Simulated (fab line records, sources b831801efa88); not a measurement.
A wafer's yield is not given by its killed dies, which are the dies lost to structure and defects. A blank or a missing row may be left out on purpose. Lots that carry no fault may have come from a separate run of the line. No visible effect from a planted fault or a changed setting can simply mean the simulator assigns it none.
fab line records ; flow sky130
record: lots: 12; wafers: 36; lastDay: 50
route steps=708 shown VT_ADJUST_LVTN@115 RES_XHIGH@339 METAL2@486 VIA2@530
lots that met no fault: taken from a fault-free run of the same line
startH: hours from the record's first day to the start of the lot's first wafer shown ; waitH: how many hours have passed since the lot's step before this one ; " repeats the value in the row above ; L1.1+2: several wafers, shown together as one row ; - no value present, or no start provided ; * or withheld: withheld ; < > ~ a bound
route shown NAME@n: NAME is a module with steps in the file, n the number in the route of the first one ; usual: the fault-free wafers' mean and standard deviation ; same: alike in all rows ; chamber/n: place in a boat ; sites: each site's reading ; _std_site: how widely they spread, as a standard deviation ; _edge_site: inner sites' mean taken away from outer sites' mean ; radiusMm: how far each site lies from the wafer's centre ; mask NAME#n: copy n ; behind: tool/chamber where the wafer was last shaped ; hold: why the lot was held/for how many hours/how that ended ; device: which transistor (n, p or np) failed to switch ; end of line: tests run on the same wafers once the route is complete ; a step without rows: its recipe alone ; killed: not the wafer's yield, but the dies lost to structure and defects at the first sort ; map: a wafer's dies, marking killed ones x, the rest . and places with no die _
set.NAME: the run value of the setting; set.NAME@STEP: its run value at that earlier step ; model.NAME: the simulator's own value behind a step, which no gauge read
the route's steps for a sample of lots (tables are steps, rows are wafers)
services: the hour from which a tool's chamber was out of use, counted from the record's first day as startH (under 0 if before that day), plus the number of hours and why
== steps ==
step: SKY_VT_ADJUST_LVTN_OVL_MEAS_18
usual: VT_ADJUST_LVTN_01_OVL: 0.3/1.6
lot.wafer;tool;chamber;startH;waitH;VT_ADJUST_LVTN_01_OVL[nm]
L759.1;overlay-01;-;172.95;0.1;1.1
L759.4;overlay-01;-;172.95;0.1;1.6
L759.6;overlay-01;-;172.95;0.1;1.0
L760.1;overlay-02;-;180.34;0.1;-0.6
L760.2;overlay-02;-;180.34;0.1;0.8
L760.5;overlay-02;-;180.34;0.1;0.3
L761.2;overlay-02;-;182.20;0.1;1.8
L761.3;overlay-02;-;182.20;0.1;1.4
L761.5;overlay-02;-;182.20;0.1;-0.3
L762.1;overlay-02;-;186.85;0.1;0.0
L762.2;overlay-02;-;186.85;0.1;2.2
L762.6;overlay-02;-;186.85;0.1;-0.2
L763.1;overlay-02;-;198.24;0.1;0.0
L763.2;overlay-02;-;198.24;0.1;0.1
L763.4;overlay-02;-;198.24;0.1;-0.5
L765.1;overlay-02;-;210.09;0.1;-1.3
L765.3;overlay-02;-;210.09;0.1;-1.4
L765.5;overlay-02;-;210.09;0.1;-2.2
L766.4;overlay-02;-;218.01;0.1;-2.0
L766.5;overlay-02;-;218.01;0.1;-0.8
L766.6;overlay-02;-;218.01;0.1;-1.3
L768.1;overlay-01;-;228.60;0.1;2.7
L768.3;overlay-01;-;228.60;0.1;1.5
L768.5;overlay-01;-;228.60;0.1;1.2
L769.1;overlay-02;-;238.09;0.1;1.1
L769.3;overlay-02;-;238.09;0.1;0.5
L769.5;overlay-02;-;238.09;0.1;-0.3
L774.3;overlay-01;-;277.60;0.1;1.3
L774.4;overlay-01;-;277.60;0.1;0.5
L774.6;overlay-01;-;277.60;0.1;1.9
L778.1;overlay-01;-;298.39;0.1;1.2
L778.3;overlay-01;-;298.39;0.1;-0.2
L778.5;overlay-01;-;298.39;0.1;2.1
L779.1;overlay-01;-;315.09;0.1;-1.4
L779.4;overlay-01;-;315.09;0.1;-0.1
L779.6;overlay-01;-;315.09;0.1;0.1
step: SKY_RES_XHIGH_IMPLANT_07
recipe: species: BF2; energyKev: 20; doseCm2: 3.6e+14; tiltDeg: 0
usual: beamOnS: 39.9/0.8; doseIonsCm2: 3.6e+14/3.7e+11
lot.wafer;tool;chamber;startH;waitH;beamOnS;doseIonsCm2
L759.1;implanter-01;0;627.80;0.1;41.0;3.6e+14
L759.4;implanter-01;0;627.80;0.1;40.6;3.607e+14
L759.6;implanter-01;0;627.80;0.1;39.5;3.597e+14
L760.1;implanter-02;0;642.39;0.1;40.3;3.6e+14
L760.2;implanter-02;0;642.39;0.1;39.4;3.601e+14
L760.5;implanter-02;0;642.39;0.1;40.2;3.602e+14
L761.2;implanter-03;0;649.91;0.1;39.6;3.599e+14
L761.3;implanter-03;0;649.91;0.1;39.9;3.597e+14
L761.5;implanter-03;0;649.91;0.1;38.0;3.601e+14
L762.1;implanter-03;0;651.70;0.1;40.9;3.604e+14
L762.2;implanter-03;0;651.70;0.1;38.7;3.603e+14
L762.6;implanter-03;0;651.70;0.1;39.4;3.599e+14
L763.1;implanter-01;0;663.99;0.1;40.1;3.597e+14
L763.2;implanter-01;0;663.99;0.1;39.4;3.592e+14
L763.4;implanter-01;0;663.99;0.1;38.9;3.596e+14
L765.1;implanter-01;0;689.24;0.1;40.1;3.595e+14
L765.3;implanter-01;0;689.24;0.1;39.1;3.587e+14
L765.5;implanter-01;0;689.24;0.1;39.6;3.597e+14
L766.4;implanter-01;0;691.87;0.1;39.7;3.597e+14
L766.5;implanter-01;0;691.87;0.1;39.8;3.597e+14
L766.6;implanter-01;0;691.87;0.1;41.0;3.595e+14
L768.1;implanter-01;0;701.75;0.1;39.7;3.601e+14
L768.3;implanter-01;0;701.75;0.1;38.7;3.602e+14
L768.5;implanter-01;0;701.75;0.1;39.3;3.598e+14
L769.1;implanter-01;0;711.94;0.1;40.7;3.605e+14
L769.3;implanter-01;0;711.94;0.1;38.5;3.607e+14
L769.5;implanter-01;0;711.94;0.1;40.5;3.595e+14
L774.3;implanter-03;0;758.24;0.1;41.0;3.604e+14
L774.4;implanter-03;0;758.24;0.1;39.7;3.605e+14
L774.6;implanter-03;0;758.24;0.1;40.1;3.604e+14
L778.1;implanter-01;0;780.39;0.1;36.5;3.294e+14
L778.3;implanter-01;0;780.39;0.1;35.7;3.299e+14
L778.5;implanter-01;0;780.39;0.1;35.9;3.303e+14
L779.1;implanter-01;0;792.25;0.1;36.5;3.301e+14
L779.4;implanter-01;0;792.25;0.1;36.1;3.303e+14
L779.6;implanter-01;0;792.25;0.1;36.6;3.297e+14
step: SKY_RES_XHIGH_TW_MEAS_09
usual: RES_XHIGH_TW: 1634/11
lot.wafer;tool;chamber;startH;waitH;RES_XHIGH_TW
L759.1;filmMetro-01;-;628.05;0.1;1642
L759.4;filmMetro-01;-;628.05;0.1;1638
L759.6;filmMetro-01;-;628.05;0.1;1628
L760.1;filmMetro-02;-;642.64;0.1;1623
L760.2;filmMetro-02;-;642.64;0.1;1618
L760.5;filmMetro-02;-;642.64;0.1;1630
L761.2;filmMetro-01;-;650.15;0.1;1638
L761.3;filmMetro-01;-;650.15;0.1;1643
L761.5;filmMetro-01;-;650.15;0.1;1645
L762.1;filmMetro-02;-;651.95;0.1;1621
L762.2;filmMetro-02;-;651.95;0.1;1622
L762.6;filmMetro-02;-;651.95;0.1;1630
L763.1;filmMetro-02;-;664.24;0.1;1623
L763.2;filmMetro-02;-;664.24;0.1;1624
L763.4;filmMetro-02;-;664.24;0.1;1627
L765.1;filmMetro-01;-;689.49;0.1;1637
L765.3;filmMetro-01;-;689.49;0.1;1641
L765.5;filmMetro-01;-;689.49;0.1;1639
L766.4;filmMetro-01;-;692.07;0.1;1640
L766.5;filmMetro-01;-;692.07;0.1;1641
L766.6;filmMetro-01;-;692.07;0.1;1650
L768.1;filmMetro-01;-;702.00;0.1;1647
L768.3;filmMetro-01;-;702.00;0.1;1637
L768.5;filmMetro-01;-;702.00;0.1;1639
L769.1;filmMetro-02;-;712.19;0.1;1626
L769.3;filmMetro-02;-;712.19;0.1;1632
L769.5;filmMetro-02;-;712.19;0.1;1641
L774.3;filmMetro-01;-;758.46;0.1;1642
L774.4;filmMetro-01;-;758.46;0.1;1652
L774.6;filmMetro-01;-;758.46;0.1;1653
L778.1;filmMetro-01;-;780.64;0.1;1598
L778.3;filmMetro-01;-;780.64;0.1;1590
L778.5;filmMetro-01;-;780.64;0.1;1599
L779.1;filmMetro-03;-;792.50;0.1;1593
L779.4;filmMetro-03;-;792.50;0.1;1593
L779.6;filmMetro-03;-;792.50;0.1;1596
step: SKY_SD_N_RS_MEAS_18
recipe: thkMeasGauge: four-point-probe
usual: RES_XHIGH_RS: 332.9/1.2
lot.wafer;tool;chamber;startH;waitH;RES_XHIGH_RS[ohm/sq]
L759.1;filmMetro-01;-;657.87;0.1;333.0
L759.4;filmMetro-01;-;657.87;0.1;332.4
L759.6;filmMetro-01;-;657.87;0.1;332.7
L760.1;filmMetro-01;-;671.71;0.1;332.0
L760.2;filmMetro-01;-;671.71;0.1;332.0
L760.5;filmMetro-01;-;671.71;0.1;331.9
L761.2;filmMetro-02;-;678.99;0.1;331.5
L761.3;filmMetro-02;-;678.99;0.1;330.5
L761.5;filmMetro-02;-;678.99;0.1;330.8
L762.1;filmMetro-02;-;681.46;0.1;334.1
L762.2;filmMetro-02;-;681.46;0.1;333.8
L762.6;filmMetro-02;-;681.46;0.1;333.1
L763.1;filmMetro-01;-;693.24;0.1;331.8
L763.2;filmMetro-01;-;693.24;0.1;332.0
L763.4;filmMetro-01;-;693.24;0.1;332.0
L765.1;filmMetro-02;-;718.11;0.1;333.4
L765.3;filmMetro-02;-;718.11;0.1;333.7
L765.5;filmMetro-02;-;718.11;0.1;332.8
L766.4;filmMetro-02;-;720.93;0.1;333.4
L766.5;filmMetro-02;-;720.93;0.1;332.5
L766.6;filmMetro-02;-;720.93;0.1;333.7
L768.1;filmMetro-02;-;732.21;0.1;333.1
L768.3;filmMetro-02;-;732.21;0.1;332.4
L768.5;filmMetro-02;-;732.21;0.1;333.7
L769.1;filmMetro-02;-;740.38;0.1;331.7
L769.3;filmMetro-02;-;740.38;0.1;331.7
L769.5;filmMetro-02;-;740.38;0.1;332.6
L774.3;filmMetro-01;-;786.20;0.1;332.5
L774.4;filmMetro-01;-;786.20;0.1;332.4
L774.6;filmMetro-01;-;786.20;0.1;331.6
L778.1;filmMetro-03;-;807.91;0.1;354.8
L778.3;filmMetro-03;-;807.91;0.1;358.4
L778.5;filmMetro-03;-;807.91;0.1;355.0
L779.1;filmMetro-02;-;819.22;0.1;354.8
L779.4;filmMetro-02;-;819.22;0.1;354.9
L779.6;filmMetro-02;-;819.22;0.1;359.1
step: SKY_METAL2_SPUTTER_03
recipe: material: Ti; targetThkNm: 5; powerW: 3000; timeS: 3.3; chamberPressurePa: 0.4
usual: throttleValvePct: 30.0/1.4
lot.wafer;tool;chamber;startH;waitH;throttleValvePct
L759.1;pvdSputter-03;-;804.29;0.0;31.5
L759.4;pvdSputter-03;-;804.29;0.0;28.3
L759.6;pvdSputter-03;-;804.29;0.0;31.6
L760.1;pvdSputter-03;-;814.95;0.0;31.7
L760.2;pvdSputter-03;-;814.95;0.0;31.0
L760.5;pvdSputter-03;-;814.95;0.0;31.9
L761.2;pvdSputter-04;-;824.26;0.0;30.5
L761.3;pvdSputter-04;-;824.26;0.0;29.4
L761.5;pvdSputter-04;-;824.26;0.0;30.0
L762.1;pvdSputter-04;-;824.93;0.0;30.7
L762.2;pvdSputter-04;-;824.93;0.0;29.6
L762.6;pvdSputter-04;-;824.93;0.0;30.8
L763.1;pvdSputter-04;-;836.62;0.0;29.9
L763.2;pvdSputter-04;-;836.62;0.0;30.6
L763.4;pvdSputter-04;-;836.62;0.0;30.0
L765.1;pvdSputter-03;-;859.59;0.0;31.0
L765.3;pvdSputter-03;-;859.59;0.0;28.4
L765.5;pvdSputter-03;-;859.59;0.0;31.3
L766.4;pvdSputter-03;-;861.57;0.0;28.3
L766.5;pvdSputter-03;-;861.57;0.0;31.1
L766.6;pvdSputter-03;-;861.57;0.0;31.1
L768.1;pvdSputter-04;-;872.53;0.0;30.8
L768.3;pvdSputter-04;-;872.53;0.0;29.5
L768.5;pvdSputter-04;-;872.53;0.0;30.1
L769.1;pvdSputter-01;-;880.27;0.0;29.3
L769.3;pvdSputter-01;-;880.27;0.0;26.4
L769.5;pvdSputter-01;-;880.27;0.0;29.4
L774.3;pvdSputter-03;-;925.48;0.0;31.1
L774.4;pvdSputter-03;-;925.48;0.0;31.8
L774.6;pvdSputter-03;-;925.48;0.0;31.6
L778.1;pvdSputter-03;-;944.29;0.0;31.2
L778.3;pvdSputter-03;-;944.29;0.0;31.0
L778.5;pvdSputter-03;-;944.29;0.0;31.3
L779.1;pvdSputter-03;-;956.37;0.0;30.8
L779.4;pvdSputter-03;-;956.37;0.0;31.0
L779.6;pvdSputter-03;-;956.37;0.0;28.2
step: SKY_VIA2_THK_MEAS_23
recipe: thkMeasGauge: xrf; reads: W_of_VIA2_CVD_21
usual: VIA2_W_THK: 416/6.8
lot.wafer;tool;chamber;startH;waitH;VIA2_W_THK[nm]
L759.1;filmMetro-04;-;859.02;0.1;416
L759.4;filmMetro-04;-;859.02;0.1;420
L759.6;filmMetro-04;-;859.02;0.1;416
L760.1;filmMetro-02;-;869.66;0.1;426
L760.2;filmMetro-02;-;869.66;0.1;422
L760.5;filmMetro-02;-;869.66;0.1;425
L761.2;filmMetro-04;-;879.17;0.1;406
L761.3;filmMetro-04;-;879.17;0.1;412
L761.5;filmMetro-04;-;879.17;0.1;414
L762.1;filmMetro-02;-;879.56;0.1;426
L762.2;filmMetro-02;-;879.56;0.1;426
L762.6;filmMetro-02;-;879.56;0.1;424
L763.1;filmMetro-01;-;892.20;0.1;424
L763.2;filmMetro-01;-;892.20;0.1;415
L763.4;filmMetro-01;-;892.20;0.1;419
L765.1;filmMetro-02;-;913.66;0.1;421
L765.3;filmMetro-02;-;913.66;0.1;429
L765.5;filmMetro-02;-;913.66;0.1;418
L766.4;filmMetro-02;-;914.93;0.1;425
L766.5;filmMetro-02;-;914.93;0.1;425
L766.6;filmMetro-02;-;914.93;0.1;424
L768.1;filmMetro-02;-;926.16;0.1;423
L768.3;filmMetro-02;-;926.16;0.1;416
L768.5;filmMetro-02;-;926.16;0.1;422
L769.1;filmMetro-04;-;932.82;0.1;410
L769.3;filmMetro-04;-;932.82;0.1;411
L769.5;filmMetro-04;-;932.82;0.1;417
L774.3;filmMetro-02;-;977.41;0.1;429
L774.4;filmMetro-02;-;977.41;0.1;416
L774.6;filmMetro-02;-;977.41;0.1;425
L778.1;filmMetro-02;-;994.41;0.1;413
L778.3;filmMetro-02;-;994.41;0.1;408
L778.5;filmMetro-02;-;994.41;0.1;413
L779.1;filmMetro-04;-;1006.49;0.1;419
L779.4;filmMetro-04;-;1006.49;0.1;420
L779.6;filmMetro-04;-;1006.49;0.1;419
== services ==
tool;chamber;startH;hours;kind
pvdSputter-04;-;623.18;1.7;repair
pvdSputter-01;-;651.27;3.5;repair
implanter-02;-;671.65;0.5;repair
pvdSputter-03;-;685.14;5.6;repair
pvdSputter-04;2;707.06;-;consumableReplace:kit
pvdSputter-04;2;707.06;18.0;scheduledDown
pvdSputter-03;2;713.12;-;consumableReplace:kit
pvdSputter-03;2;713.12;18.0;scheduledDown
pvdSputter-03;2;713.12;18.0;ventCycle
implanter-03;-;778.36;4.9;pm
implanter-02;-;796.87;4.9;pm
pvdSputter-04;-;833.94;1.9;repair
implanter-03;-;866.24;1.0;repair
pvdSputter-01;-;866.96;4.5;repair
pvdSputter-04;-;876.63;1.0;repair
pvdSputter-03;1;881.85;-;consumableReplace:kit
pvdSputter-03;1;881.85;18.0;scheduledDown
pvdSputter-03;1;881.85;18.0;ventCycle
implanter-02;-;890.90;1.0;repair
pvdSputter-04;-;927.67;9.4;repair
pvdSputter-01;-;928.76;1.2;repair
pvdSputter-04;-;945.56;3.0;repair
implanter-02;-;949.49;1.6;repair
implanter-01;-;953.03;1.7;repair
== key ==
firstSign: step: SKY_RES_XHIGH_IMPLANT_07; reading: doseIonsCm2; direction: down; sigmas: 80; usual: *; struck: *
effect: step: SKY_RES_XHIGH_IMPLANT_07; reading: beamOnS; direction: down; sigmas: 4.5; usual: 39.9; struck: 36.2
effect: step: SKY_RES_XHIGH_TW_MEAS_09; reading: RES_XHIGH_TW; direction: down; sigmas: 3.6; usual: 1634; struck: 1595
effect: step: SKY_SD_N_RS_MEAS_18; reading: RES_XHIGH_RS; direction: up; sigmas: 19; usual: 332.9; struck: 356.2
metAt SKY_RES_XHIGH_IMPLANT_07
struckLots L778,L779
testerLeftOut L778,L779
notActingAt SKY_VT_ADJUST_LVTN_OVL_MEAS_18,SKY_METAL2_SPUTTER_03,SKY_VIA2_THK_MEAS_23
onsetBetween 711.94 780.39
fault: kind: processParameterDrift; tool: implanter-01; chamber: -; onsetH: 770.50; steps: SKY_RES_XHIGH_IMPLANT_07; channel: doseCm2; offset: *; shape: step; endH: 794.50; actsIn: *; stated: *
testerLeftOut: of these lots the tester's yield and bins aren't shown, on N5 and GAA mostly nor the transistor test; their killed dies are dies lost to structure and defects alone, not to doping, threshold or leakage, so they don't give the yield
